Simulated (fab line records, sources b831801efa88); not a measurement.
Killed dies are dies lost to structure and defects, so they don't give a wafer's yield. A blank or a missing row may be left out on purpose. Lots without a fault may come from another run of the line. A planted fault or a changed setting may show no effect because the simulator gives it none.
A struck lot beside a sound one | flow sky130 | 15 steps out of a route of 708
Sound: wafers L242.1, L242.3, L242.6. Struck: wafers L255.1, L255.3, L255.6. The cause comes at the end.
At each step with rows: each side's tool, then ch and its chambers, then its first start. Under that, the readings that differ: sound wafers | struck wafers | difference of the means | sigmas: that difference in standard deviations of wafers without a fault.
alike: readings whose means differ by less than 2 such deviations, and words and numbers that are the same on both sides. not compared: withheld readings, readings that some wafer has no value for, bounds like >300 that may hide the same value, and numbers for which the record gives no deviation and whose values overlap.
The two part at a step that has a row with sigmas, a row that says differs or no value, or rows on one side only. Numbers that don't overlap but have no deviation are shown without sigmas and don't part them. A reading that every wafer of one side lacks parts them only if that side has two wafers or more.

first, 3 steps without rows for these wafers: SKY_VIA2_STRIP_17 (strips in post etch residue remover, time 1200 s); SKY_VIA2_CLEAN_18 (cleans in IPA, time 180 s); SKY_VIA2_CLEAN_19 (cleans in O3/DIW).
SKY_VIA2_SPUTTER_20: material TiN, target thk 20 nm, time 80 s.
  sound on pvd_sputter-04, day 36 07:59; struck on pvd_sputter-03, day 40 14:55
  alike: cathode_dc_power_W, throttle_valve_pct
then, 1 step without rows for these wafers: SKY_VIA2_CVD_21 (deposits W, target thk 420 nm, time 126.4 s).
SKY_VIA2_RS_MEAS_22: measures by four-point-probe.
  sound on film_metro-04, day 36 08:11; struck on film_metro-04, day 40 15:07
  alike: VIA2_W_RS
SKY_VIA2_THK_MEAS_23: measures by xrf.
  sound on film_metro-04, day 36 08:18; struck on film_metro-04, day 40 15:14
  alike: VIA2_W_THK
SKY_VIA2_CMP_24: polishes, stops on SiO2, t overpolish 20 s, target thk 0 nm.
  sound on cmp-01 ch 1,3, day 36 08:22; struck on cmp-01 ch 0,1,2, day 40 15:17
  alike: motor_current_A, overpolish_run_s, time_to_endpoint_s
SKY_METAL3_SPUTTER_00: material Ti, target thk 15 nm, time 10 s.
  sound on pvd_sputter-02, day 36 08:40; struck on pvd_sputter-02, day 40 15:35
  alike: cathode_dc_power_W, throttle_valve_pct
then, 2 steps without rows for these wafers: SKY_METAL3_SPUTTER_01 (material TiN, target thk 20 nm, time 16.7 s); SKY_METAL3_SPUTTER_02 (material AlCu, target thk 735 nm, time 39.1 s).
SKY_METAL3_SPUTTER_03: material Ti, target thk 5 nm, time 3.3 s.
  sound on pvd_sputter-02, day 36 08:44; struck on pvd_sputter-02, day 40 15:41
  alike: cathode_dc_power_W, throttle_valve_pct
SKY_METAL3_SPUTTER_04: material TiN, target thk 70 nm, time 58.3 s.
  sound on pvd_sputter-02, day 36 08:46; struck on pvd_sputter-02, day 40 15:42
  reading                                    | sound                | struck               | difference | sigmas
  cathode_dc_power_W (W)                     | 6498.2 6498.6 6500.1 | 5262.4 5260.2 5263.0 | -1237.1    | -99 or more
  model.TiN_of_METAL3_SPUTTER_04.thk_nm (nm) | 70.39 70.29 70.59    | 56.93 57.74 57.08    | -13.17     |
  alike: throttle_valve_pct
SKY_CAPM_CVD_00: deposits SiO2, target thk 15.5 nm.
  sound on pecvd-04 ch 0,1, day 36 08:49; struck on pecvd-02 ch 0,1, day 40 15:45
  alike: heater_power_w
SKY_PAD_OPEN_PROBE_99:
  the record has rows for the sound wafers here (prober-02, day 45 20:11) and none for the struck ones

WHERE THEY PART
First at SKY_METAL3_SPUTTER_04; last, within this record, at SKY_PAD_OPEN_PROBE_99.

WHY: what the simulator had put in
Process parameter drift: pvd_sputter-02, from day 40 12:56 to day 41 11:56, at SKY_METAL3_SPUTTER_04. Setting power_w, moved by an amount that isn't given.
